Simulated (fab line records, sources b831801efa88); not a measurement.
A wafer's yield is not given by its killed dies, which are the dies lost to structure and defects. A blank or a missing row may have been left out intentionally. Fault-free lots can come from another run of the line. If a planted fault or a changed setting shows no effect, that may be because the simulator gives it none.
A lot that was struck, set against a sound lot || flow gf180mcu || 14 out of 602 route steps
Sound: wafers L666.1, L666.3, L666.4. Wafers L670.1, L670.5, L670.6 were the ones struck. At the end, the cause is stated.
For every step that has rows: the tool of each side, followed by ch and its chambers, followed by its first start. Under that, the readings that differ: sound wafers || struck wafers || difference of the means || sigmas: that difference in standard deviations of wafers without a fault.
alike: words and numbers the same on both sides, and readings whose means are apart by under 2 such deviations; not compared: readings that were withheld, readings missing a value for some wafer, numbers with overlapping values and no deviation given by the record, and bounds like >300 which may hide the same value.
A row with sigmas, a row that says differs or no value, or rows on one side alone: a step with any of these is where the two part. Numbers that don't overlap but have no deviation are shown without sigmas and don't part them. A reading missing from all wafers of one side parts the sides only when that side holds two or more wafers.

GF_SAB_ETCH_11: etches SiO2 in C4F8/O2/Ar, target depth 55 nm, time 8.5 s.
  sound on rie-diel-04 ch 0,1,2, day 15 19:33; struck on rie-diel-04 ch 2,3, day 17 01:18
  alike: oes-product-au
  not compared: rf-hours-counter-h
then, 1 step without rows for these wafers: GF_SAB_WET_ETCH_12 (etches SiO2 in dHF, target depth 22 nm, time 440 s).
GF_SAB_STRIP_13: strips in O2/N2.
  sound on plasma-asher-01 ch 0,1, day 15 19:43; struck on plasma-asher-01 ch 0,1, day 17 01:28
{"reading": "strip-time-to-endpoint-s (s)", "sound": "12.64 12.64 12.64", "struck": "12.58 12.58 12.56", "difference": -0.07, "sigmas": -2}
  alike: drypump-motor-current-A, heater-power-w, o2-flow-sccm, oes-product-au
  not compared: rf-hours-counter-h
then, 3 steps without rows for these wafers: GF_SALICIDE_CLEAN_00 (cleans in SC1/SC2, time 150 s); GF_SALICIDE_WET_ETCH_01 (etches SiO2 in dHF, target depth 5 nm, time 100 s); GF_SALICIDE_SPUTTER_02 (material Co, target thk 10 nm, time 20 s).
GF_SALICIDE_SPUTTER_03: material TiN, target thk 20 nm, time 16.4 s.
  struck on pvd-sputter-01, day 17 01:41; sound on pvd-sputter-04, day 15 19:56
  alike: throttle-valve-pct
GF_SALICIDE_RS_MEAS_04: a four-point-probe measurement.
  struck on film-metro-04, day 17 01:43; sound on film-metro-04, day 15 19:58
  alike: SALICIDE_TIN_RS
GF_SALICIDE_THK_MEAS_05: measures by xrf.
  struck on film-metro-04, day 17 01:50; sound on film-metro-04, day 15 20:05
  alike: SALICIDE_TIN_THK
GF_SALICIDE_RTA_06: time 30 s.
  sound on rtp-anneal-01 ch 0, day 15 20:08; struck on rtp-anneal-01 ch 0, day 17 01:53
  alike: lamp-power-pct, wafer_temp_C_max
then, 1 step without rows for these wafers: GF_SALICIDE_WET_ETCH_07 (etches the open film in SPM, target depth 120 nm).
GF_SALICIDE_RTA_08: time 30 s.
  sound on rtp-anneal-01 ch 0, day 15 20:23; struck on rtp-anneal-02 ch 0, day 17 02:05
  alike: lamp-power-pct, wafer_temp_C_max
GF_CONTACT_CVD_00: deposits SiO2, target thk 300 nm, time 50 s.
  sound on hdpcvd-02 ch 0,1,2, day 15 20:29; struck on hdpcvd-02 ch 0,1,2, day 17 02:23
  alike: susceptor-temp-C
GF_CONTACT_THK_MEAS_01:
  struck on film-metro-03, day 17 02:40; sound on film-metro-04, day 15 20:31
{"reading": "CONTACT_CVD_00_THK (nm)", "sound": "299 305 303", "struck": "597 594 605", "difference": "+296", "sigmas": "+67"}

== WHERE THEY PART ==
Last at GF_CONTACT_THK_MEAS_01 as far as this record goes, first at GF_SAB_STRIP_13.

WHY: the cause the simulator had injected
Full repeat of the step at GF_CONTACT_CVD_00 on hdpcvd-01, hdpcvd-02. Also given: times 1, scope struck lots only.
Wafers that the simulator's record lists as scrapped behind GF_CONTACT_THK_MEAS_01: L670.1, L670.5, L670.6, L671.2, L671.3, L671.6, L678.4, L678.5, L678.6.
